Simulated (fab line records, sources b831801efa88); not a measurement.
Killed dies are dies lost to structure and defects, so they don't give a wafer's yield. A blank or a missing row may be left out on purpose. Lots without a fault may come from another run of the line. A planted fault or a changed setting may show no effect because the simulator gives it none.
fab line records | flow sky130
record lots=4 wafers=12 last_day=50
route steps=708 shown METAL4@631 VIA4@639 PAD_OPEN@708
lots that met no fault: from a run of the same line without faults
start_h: hours from the record's first day to the start of the lot's first wafer shown | wait_h: hours since the lot's step before | " the same as in the row above | L1.1+2: a row that stands for several wafers | - no value, or no start given | * or withheld: withheld | < > ~ a bound
route shown NAME@n: a module of which the file shows steps, and the number in the route of the first | usual: mean/standard deviation of fault-free wafers | same: alike in all rows | chamber/n: place in a boat | sites: the reading at each site | _std_site: their standard deviation | _edge_site: outer sites' mean less inner sites' | radius_mm: how far each site lies from the wafer's centre | mask NAME#n: copy n | behind: the tool/chamber that last shaped the wafer | hold: why the lot was held/for how many hours/how that ended | device: the transistor (n, p or np) that didn't switch | end of line: the same wafers' tests at the end of the route | a step without rows: its recipe alone | killed: dies lost to structure and defects at the first sort, not the wafer's yield | map: a wafer's dies, x killed, . not, _ none there
set.NAME: the setting as run; set.NAME@STEP: as run at that earlier step | model.NAME: the simulator's own value behind a step, which no gauge read
lots at some steps of the route; a table a step, a row a wafer
services: from which hour (start_h, from the record's first day; less than 0 if before it) a tool's chamber was out of use, for how many hours, and why
## steps
# step SKY_METAL4_DESCUM_15
# recipe chemistry=O2 source_power_w=150 bias_power_w=0 pressure_mtorr=10 temp_c=40 time_s=8
# step SKY_METAL4_ETCH_16
# recipe chemistry=N2/H2 target=BARC ion_energy_ev=200 bias_w=100 pressure_mtorr=30 n2_flow_sccm=100 h2_flow_sccm=200 icp_w=500 stop_on=SiO2 time_s=88.2 target_depth_a=600
# step SKY_METAL4_ETCH_17
# recipe target=SiO2 stop_on=TiN chemistry=C4F8/O2/Ar source_w=1500 bias_w=1200 pressure_mtorr=40 c4f8_flow_sccm=withheld O2_flow_sccm=6 Ar_flow_sccm=300 time_s=3.9 target_depth_a=150
# step SKY_METAL4_METAL_ETCH_18
# recipe target_depth_a=8450 stop_on=SiO2 over_etch_frac=0.3 time_s=183.1 chemistry=Cl2/BCl3 resist_sidewall_deg=88 pressure_mtorr=10 icp_w=900 bias_w=48.5 Cl2_flow_sccm=60 bcl3_flow_sccm=30
# step SKY_METAL4_STRIP_19
# recipe chemistry=O2/N2 power_w=1400 pressure_mtorr=1500 platen_temp_c=withheld o2_flow_sccm=3000 n2_flow_sccm=300 overash_fraction=0.5
# step SKY_METAL4_STRIP_20
# recipe chemistry=post_etch_residue_remover time_s=1200 temp_c=72.5
# step SKY_METAL4_CLEAN_21
# recipe chemistry=IPA time_s=180 temp_c=25
# step SKY_METAL4_CLEAN_22
# recipe chemistry=O3/DIW dry=n2_spin
# step SKY_VIA4_HDPCVD_00
# recipe material=SiO2 target_thk_nm=1750 sigma_open_frac=0.3 time_s=291.7 temp_c=400 sih4_flow_sccm=60 pressure_mtorr=6
# step SKY_VIA4_CMP_02
# recipe material=SiO2 down_force_psi=4 platen_rpm=60 pad_velocity_m_s=0.94248
# usual edge_zone_pressure_frac=1.000/0.0051 head_pressure_psi=4.000/0.009 motor_current_A=11.5/1.2
# columns lot.wafer tool chamber start_h wait_h edge_zone_pressure_frac head_pressure_psi motor_current_A model.SiO2_of_VIA4_HDPCVD_00.thk_nm
L839.3 cmp-01 1 1065.02 0.1 - - - 1735
L839.4 " 2 " " - - - 1752
L839.1 " 3 " " - - - 1743
L841.3 cmp-01 3 1074.81 0.2 - - - 1757
L841.6 " 0 " " - - - 1728
L841.5 " 1 " " - - - 1748
L842.4 cmp-01 3 1080.89 0.1 0.996 3.996 12.6 582.2
L842.2 " 0 " " 0.990 4.010 10.2 580.6
L842.6 " 2 " " 1.009 4.011 13.4 579.9
L849.1 cmp-02 2 1122.51 0.1 0.996 4.003 12.1 578.7
L849.3 " 3 " " 0.999 4.009 11.5 581.3
L849.5 " 0 " " 1.009 3.985 10.1 581.7
# step SKY_VIA4_BOW_MEAS_03
# recipe mode=bow
# usual VIA4_BOW=77/8.4
# columns lot.wafer tool chamber start_h wait_h VIA4_BOW[um]
L839.1 film_metro-02 - 1065.27 0.1 118
L839.3 " - " " 130
L839.4 " - " " 133
L841.3 film_metro-04 - 1075.00 0.1 119
L841.5 " - " " 122
L841.6 " - " " 121
L842.2 film_metro-01 - 1081.16 0.2 79
L842.4 " - " " 76
L842.6 " - " " 88
L849.1 film_metro-02 - 1122.71 0.1 81
L849.3 " - " " 74
L849.5 " - " " 70
# step SKY_VIA4_DEHYDRATE_04
# recipe temp_c=200 time_s=60
# step SKY_VIA4_HMDS_05
# recipe prime_time_s=60 prime_temp_c=120
# step SKY_VIA4_COAT_06
# recipe resist=NOVOLAK spin_rpm=3000 resist_thk_nm=1140
# step SKY_VIA4_SOFTBAKE_07
# recipe temp_c=90 time_s=60 resist=NOVOLAK
# step SKY_VIA4_EXPOSE_08
# recipe mask_id=VIM4 na=0.6 source_shape=conventional sigma_outer=0.6 polarization=unpolarized target_cd_nm=800 dose_mj=132
# step SKY_VIA4_PEB_09
# recipe temp_c=withheld time_s=* resist=NOVOLAK
# step SKY_VIA4_DEVELOP_10
# recipe resist=NOVOLAK developer=TMAH develop_time_s=60 dev_temp_c=23
# step SKY_VIA4_ETCH_12
# recipe target=SiO2 chemistry=C4F8/O2/Ar stop_on=TiN mask_material=NOVOLAK source_w=1500 bias_w=1200 pressure_mtorr=40 c4f8_flow_sccm=withheld O2_flow_sccm=6 Ar_flow_sccm=300 time_s=withheld target_depth_a=5800
# usual chamber_pressure_mTorr=40.00/0.035 oes_product_au=0.926/0.0044
# columns lot.wafer tool chamber start_h wait_h chamber_pressure_mTorr oes_product_au model.etch.depth_nm model.VIA4.feature_depth_nm
L839.1 rie_diel-02 0 1086.53 0.0 39.98 1.646 665.2 665.2
L839.3 " 3 " " 40.01 1.606 643.6 643.6
L839.4 " 2 " " 40.02 1.650 666.8 666.8
L841.3 rie_diel-01 1 1095.65 0.0 40.07 1.619 647.8 647.8
L841.5 " 2 " " 40.02 1.648 665.9 665.9
L841.6 " 3 " " 39.97 1.612 647.7 647.7
L842.2 rie_diel-03 2 1101.88 0.0 39.96 0.925 580.6 580.6
L842.4 " 0 " " 39.97 0.919 582.2 582.2
L842.6 " 2 " " 39.98 0.922 579.9 579.9
L849.1 rie_diel-01 2 1141.98 0.0 40.03 0.928 578.7 578.7
L849.3 " 0 " " 39.93 0.927 581.3 581.3
L849.5 " 3 " " 39.96 0.926 581.7 581.7
# step SKY_VIA4_STRIP_13
# recipe chemistry=O2/N2 power_w=1400 pressure_mtorr=1500 platen_temp_c=withheld o2_flow_sccm=3000 n2_flow_sccm=300 overash_fraction=0.5
# step SKY_VIA4_STRIP_14
# recipe chemistry=post_etch_residue_remover time_s=1200 temp_c=72.5
# step SKY_VIA4_CLEAN_15
# recipe chemistry=IPA time_s=180 temp_c=25
# step SKY_VIA4_CLEAN_16
# recipe chemistry=O3/DIW dry=n2_spin
# step SKY_VIA4_SPUTTER_17
# recipe material=TiN target_thk_nm=20 chamber_pressure_pa=5 power_w=4000 time_s=80
# step SKY_VIA4_CVD_18
# recipe material=W target_thk_nm=505 time_s=152.14 temp_c=400 pressure_torr=40
# step SKY_VIA4_CMP_21
# recipe stop_on=SiO2 t_overpolish_s=25 down_force_psi=3.5 platen_rpm=60 target_thk_nm=0 pad_velocity_m_s=0.94248
# usual edge_zone_pressure_frac=1.001/0.0055 head_pressure_psi=3.501/0.0082 motor_current_A=10.6/1.2
# columns lot.wafer tool chamber start_h wait_h edge_zone_pressure_frac head_pressure_psi motor_current_A model.SiO2_of_VIA4_HDPCVD_00.thk_nm
L839.4 cmp-01 3 1087.63 0.0 1.006 3.503 12.4 1746
L839.3 " 0 " " 1.007 3.503 8.9 1730
L839.1 " 2 " " 0.995 3.502 12.0 1738
L841.3 cmp-02 3 1096.81 0.1 1.001 3.495 10.4 1752
L841.5 " 1 " " 0.995 3.492 10.1 1743
L841.6 " 2 " " 0.998 3.500 11.2 1722
L842.2 cmp-01 0 1103.09 0.0 0.993 3.505 9.1 575.1
L842.4 " 1 " " 1.003 3.500 11.8 576.8
L842.6 " 0 " " 0.996 3.501 8.7 574.5
L849.3 cmp-01 1 1143.14 0.1 1.011 3.501 11.8 575.8
L849.1 " 2 " " 1.013 3.498 12.1 573.2
L849.5 " 0 " " 0.996 3.514 9.0 576.2
# step SKY_PAD_OPEN_PROBE_99
# usual defect_limited_yield=82.5/2.1 killed_at_M0_to_M3=44/7.3 killed_at_M4_up=3.4/1.8 killed_at_contacts=24/5.8 killed_at_front_end=15/4.9 killed_at_other=0.4/0.63 killed_dies=86/11 killed_on_rim=17/3.8 killed_open=47/8 killed_short=39/6.5 sort_bin_3_pad_short=0.9/0.38 sort_bin_5_function=10.4/1.6 sort_bin_6_memory=6.2/1.2 sort_n_pass=406/11 sort_yield_pct=82.5/2.1
# same gross_dies=492 killed_at_back_side=0 sort_bin_4_leakage[%]=0 sort_bin_8_speed[%]=0
# columns lot.wafer tool chamber start_h wait_h defect_limited_yield[%] killed_at_M0_to_M3 killed_at_M4_up killed_at_contacts killed_at_front_end killed_at_other killed_dies killed_on_rim killed_open killed_short sort_bin_3_pad_short[%] sort_bin_5_function[%] sort_bin_6_memory[%] sort_n_pass sort_yield_pct[%]
L839.1 prober-01 - 1150.45 0.1 0 33 437 11 11 0 492 96 25 33 0.4 94.7 4.9 0 0
L839.3 prober-01 - 1150.55 0.2 0 35 426 27 4 0 492 96 36 33 0.6 95.5 3.9 0 0
L839.4 prober-01 - 1150.60 0.2 0 35 414 34 9 0 492 96 43 38 0.6 92.5 6.9 0 0
L841.3 prober-01 - 1157.60 0.2 0 47 410 23 12 0 492 96 45 38 0.8 94.9 4.3 0 0
L841.5 prober-01 - 1157.70 0.2 0 49 417 20 6 0 492 96 37 43 0.2 94.5 5.3 0 0
L841.6 prober-01 - 1157.75 0.2 0 43 405 30 14 0 492 96 54 36 1.0 90.9 8.1 0 0
L842.2 prober-02 - 1164.46 0.1 80.3 54 3 25 14 1 97 20 52 45 1.0 10.8 7.9 395 80.3
L842.4 prober-02 - 1164.56 0.2 81.1 39 0 31 23 0 93 23 49 44 1.2 10.8 6.9 399 81.1
L842.6 prober-02 - 1164.66 0.2 82.7 46 5 23 11 0 85 11 52 33 0.8 11.0 5.5 407 82.7
L849.1 prober-01 - 1197.44 0.1 80.7 51 6 26 12 0 95 25 53 40 1.2 9.1 8.9 397 80.7
L849.3 prober-01 - 1197.54 0.2 82.9 46 7 18 11 2 84 15 39 45 1.2 10.4 5.5 408 82.9
L849.5 prober-01 - 1197.64 0.2 85.2 34 5 26 7 1 73 12 41 29 0.6 9.3 4.9 419 85.2
# killed by level:class
L839.1 VIA4:area_cmp=434 METAL1:geometric_particle:short=5 VIA2:geometric_particle:open=5 VIA3:geometric_particle:open=5 FIELD_ISO:geometric_particle:open=4 LOCAL_INTERCONNECT:geometric_particle:short=4 CONTACT:geometric_particle:open=4 METAL2:geometric_particle:short=4
L839.3 VIA4:area_cmp=423 CONTACT:geometric_particle:open=11 VIA1:geometric_particle:open=6 LOCAL_INTERCONNECT:geometric_particle:short=5 VIA2:geometric_particle:open=5 LI_CONTACT:geometric_particle:open=4 CONTACT:geometric_particle:short=4 METAL1:geometric_particle:short=4
L839.4 VIA4:area_cmp=411 CONTACT:geometric_particle:open=10 VIA1:geometric_particle:open=8 LI_CONTACT:geometric_particle:short=7 VIA1:geometric_particle:short=6 CONTACT:geometric_particle:short=6 METAL2:geometric_particle:short=6 LI_CONTACT:geometric_particle:open=5
L841.3 VIA4:area_cmp=409 VIA1:geometric_particle:open=10 VIA3:geometric_particle:open=8 VIA1:geometric_particle:short=7 VIA2:geometric_particle:open=7 LI_CONTACT:geometric_particle:open=6 CONTACT:geometric_particle:short=6 CONTACT:geometric_particle:open=6
L841.5 VIA4:area_cmp=412 METAL2:geometric_particle:short=9 VIA3:geometric_particle:open=9 LI_CONTACT:geometric_particle:open=8 VIA1:geometric_particle:open=7 VIA1:geometric_particle:short=6 VIA2:geometric_particle:open=6 CONTACT:geometric_particle:open=5
L841.6 VIA4:area_cmp=402 VIA1:geometric_particle:open=13 CONTACT:geometric_particle:open=12 FIELD_ISO:geometric_particle:open=7 VIA3:geometric_particle:open=7 VIA2:geometric_particle:open=6 LI_CONTACT:geometric_particle:short=5 METAL1:geometric_particle:short=5
L842.2 VIA1:geometric_particle:open=17 CONTACT:geometric_particle:open=10 VIA2:geometric_particle:open=8 VIA1:geometric_particle:short=8 LI_CONTACT:geometric_particle:open=7 METAL1:geometric_particle:short=6 LOCAL_INTERCONNECT:geometric_particle:short=5 POLY_GATE:geometric_particle:open=4
L842.4 LI_CONTACT:geometric_particle:open=10 VIA1:geometric_particle:open=9 FIELD_ISO:geometric_particle:short=6 POLY_GATE:geometric_particle:short=6 LI_CONTACT:geometric_particle:short=6 CONTACT:geometric_particle:open=6 FIELD_ISO:geometric_particle:open=5 METAL1:geometric_particle:short=5
L842.6 VIA1:geometric_particle:open=12 VIA2:geometric_particle:open=10 LI_CONTACT:geometric_particle:open=8 VIA3:geometric_particle:open=7 POLY_GATE:geometric_particle:open=6 METAL2:geometric_particle:short=6 CONTACT:geometric_particle:short=5 CONTACT:geometric_particle:open=5
L849.1 CONTACT:geometric_particle:open=13 VIA2:geometric_particle:open=10 METAL2:geometric_particle:short=8 VIA1:geometric_particle:open=7 VIA3:geometric_particle:open=7 METAL3:geometric_particle:short=6 LI_CONTACT:geometric_particle:open=4 LOCAL_INTERCONNECT:geometric_particle:short=4
L849.3 VIA1:geometric_particle:open=16 CONTACT:geometric_particle:open=7 METAL2:geometric_particle:short=7 METAL3:geometric_particle:short=6 VIA1:geometric_particle:short=6 METAL4:geometric_particle:short=6 LOCAL_INTERCONNECT:geometric_particle:short=4 VIA2:geometric_particle:open=4
L849.5 CONTACT:geometric_particle:open=10 LI_CONTACT:geometric_particle:open=9 METAL1:geometric_particle:short=6 VIA1:geometric_particle:short=6 VIA1:geometric_particle:open=6 VIA2:geometric_particle:open=5 LOCAL_INTERCONNECT:geometric_particle:short=4 VIA3:geometric_particle:open=4
# map L839.1 (x killed, . not)
__________xxxxxxxxxx_________
________xxxxxxxxxxxxxx_______
______xxxxxxxxxxxxxxxxxx_____
_____xxxxxxxxxxxxxxxxxxxx____
____xxxxxxxxxxxxxxxxxxxxxx___
___xxxxxxxxxxxxxxxxxxxxxxxx__
__xxxxxxxxxxxxxxxxxxxxxxxxxx_
_xxxxxxxxxxxxxxxxxxxxxxxxxxxx
_xxxxxxxxxxxxxxxxxxxxxxxxxxxx
_xxxxxxxxxxxxxxxxxxxxxxxxxxxx
_xxxxxxxxxxxxxxxxxxxxxxxxxxxx
_xxxxxxxxxxxxxxxxxxxxxxxxxxxx
_xxxxxxxxxxxxxxxxxxxxxxxxxxxx
_xxxxxxxxxxxxxxxxxxxxxxxxxxxx
_xxxxxxxxxxxxxxxxxxxxxxxxxxxx
__xxxxxxxxxxxxxxxxxxxxxxxxxx_
___xxxxxxxxxxxxxxxxxxxxxxxx__
____xxxxxxxxxxxxxxxxxxxxxx___
_____xxxxxxxxxxxxxxxxxxxx____
______xxxxxxxxxxxxxxxxxx_____
________xxxxxxxxxxxxxx_______
__________xxxxxxxxxx_________
# map L841.3 (x killed, . not)
__________xxxxxxxxxx_________
________xxxxxxxxxxxxxx_______
______xxxxxxxxxxxxxxxxxx_____
_____xxxxxxxxxxxxxxxxxxxx____
____xxxxxxxxxxxxxxxxxxxxxx___
___xxxxxxxxxxxxxxxxxxxxxxxx__
__xxxxxxxxxxxxxxxxxxxxxxxxxx_
_xxxxxxxxxxxxxxxxxxxxxxxxxxxx
_xxxxxxxxxxxxxxxxxxxxxxxxxxxx
_xxxxxxxxxxxxxxxxxxxxxxxxxxxx
_xxxxxxxxxxxxxxxxxxxxxxxxxxxx
_xxxxxxxxxxxxxxxxxxxxxxxxxxxx
_xxxxxxxxxxxxxxxxxxxxxxxxxxxx
_xxxxxxxxxxxxxxxxxxxxxxxxxxxx
_xxxxxxxxxxxxxxxxxxxxxxxxxxxx
__xxxxxxxxxxxxxxxxxxxxxxxxxx_
___xxxxxxxxxxxxxxxxxxxxxxxx__
____xxxxxxxxxxxxxxxxxxxxxx___
_____xxxxxxxxxxxxxxxxxxxx____
______xxxxxxxxxxxxxxxxxx_____
________xxxxxxxxxxxxxx_______
__________xxxxxxxxxx_________
## services
# columns tool chamber start_h hours kind
rie_diel-02 - 1052.68 14.6 pm
rie_diel-03 0 1055.55 - clean
rie_diel-03 0 1055.55 18.9 scheduled_down
rie_diel-03 0 1055.55 18.9 vent_cycle
cmp-02 - 1056.39 1.4 repair
rie_diel-03 2 1063.76 22.2 repair
rie_diel-01 0 1066.77 13.1 repair
rie_diel-02 - 1073.14 0.4 repair
rie_diel-03 1 1074.69 2.7 repair
cmp-02 - 1084.00 4.0 pm
cmp-02 - 1088.00 - consumable_replace:conditioner
cmp-02 - 1088.00 - consumable_replace:pad
rie_diel-02 - 1088.77 0.8 repair
cmp-02 - 1100.67 0.4 repair
cmp-02 - 1103.04 2.6 repair
## key
first_sign step=SKY_VIA4_CMP_02 reading=tool_record direction=missing
effect step=SKY_VIA4_BOW_MEAS_03 reading=VIA4_BOW direction=up sigmas=5.5 usual=77 struck=124
effect step=SKY_VIA4_ETCH_12 reading=oes_product_au direction=up sigmas=99+ usual=0.926 struck=1.630
effect step=SKY_PAD_OPEN_PROBE_99 reading=killed_at_M4_up direction=up sigmas=99+ usual=3.4 struck=418.2
model_effect step=SKY_VIA4_CMP_02 value=SiO2_of_VIA4_HDPCVD_00.thk_nm without=580.9 struck=1744
model_effect step=SKY_VIA4_ETCH_12 value=etch.depth_nm without=580.9 struck=656.2
model_effect step=SKY_VIA4_CMP_21 value=SiO2_of_VIA4_HDPCVD_00.thk_nm without=575.4 struck=1738
more_kills_born_at SKY_VIA4_CMP_02@cmp-01=2491
met_at SKY_VIA4_CMP_02
struck_wafers L839.1,L839.3,L839.4,L841.3,L841.5,L841.6
later_rows_left_out L839.1,L839.3,L839.4,L841.3,L841.5,L841.6
fault kind=skipped_step_whole tool=cmp-01,cmp-02 chamber=- onset_h=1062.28 steps=SKY_VIA4_CMP_02 scope=struck_lots_only
# later_rows_left_out: the simulator's readings of these wafers behind a module that went badly wrong aren't trusted and aren't shown, but for the sort
